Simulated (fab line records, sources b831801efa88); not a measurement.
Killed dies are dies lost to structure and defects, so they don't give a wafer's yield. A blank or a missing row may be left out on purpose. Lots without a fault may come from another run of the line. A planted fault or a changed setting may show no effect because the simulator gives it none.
One fault seen from 2 desks | flow gf180mcu | each desk has only its own numbers; what lay behind them comes last

THE TOOL OWNER'S DESK: implanter-01
The tool's own readings at GF_PSD_IMPLANT_09: means of the sampled wafers that have a number, for each lot that ran on this tool. A lot is out of limits, marked OUT, if its mean lies more than 4 standard deviations from the usual mean; the brackets give that distance.
Columns: A = dose_ions_cm2 at GF_PSD_IMPLANT_09, usual 1.5e+15
lot  | first seen here | A
L954 | day 14 07:11    | 1.5e+15
L961 | day 16 13:26    | 1.5e+15 (+26) OUT
L965 | day 18 00:35    | 1.5e+15 (+27) OUT
This desk's finding: out of limits on L961, L965; first on L961, day 16 13:26 (dose_ions_cm2 at GF_PSD_IMPLANT_09). In limits: L954.

THE METROLOGY DESK
What the gauges read, lot by lot, whatever tool the lot ran on: means of the sampled wafers that have a number. A lot is out of limits, marked OUT, if its mean lies more than 4 standard deviations from the usual mean; the brackets give that distance.
Columns: A = NSD_TW at GF_NSD_TW_MEAS_12, usual 4207; B = cd_nm at GF_PSD_CD_MEAS_07, usual 399.5 nm; C = PSD_OVL at GF_PSD_OVL_MEAS_08, usual -0.1 nm
lot  | first seen here | A    | B     | C
L954 | day 13 10:46    | 4229 | 399.7 | 0.8
L956 | day 13 23:36    | 4221 | 397.3 | 0.4
L961 | day 15 15:51    | 4208 | 398.4 | 0.5
L965 | day 17 01:53    | 4196 | 398.6 | 0.1
L967 | day 17 19:50    | 4186 | 400.3 | -0.7
L977 | day 21 07:14    | 4199 | 399.1 | -0.7
This desk's finding: nothing out of limits on any of the 6 lots.

PUT TOGETHER
The tool owner's desk could have raised an alarm at day 16 13:26, on L961, L965.
The metrology desk saw nothing out of limits.
The metrology desk has L961, L965 on record, within its limits.
Of the lots named, all ran GF_PSD_IMPLANT_09 on implanter-01.

WHAT THE SIMULATOR HAD PUT IN
Process parameter drift: implanter-01, from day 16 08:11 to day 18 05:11, at GF_PSD_IMPLANT_09. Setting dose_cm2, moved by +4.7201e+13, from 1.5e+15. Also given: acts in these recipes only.
Lots struck among those shown: L961, L965.
Hours from the fault's start to each desk's first reading out of limits: the tool owner's desk, 5.
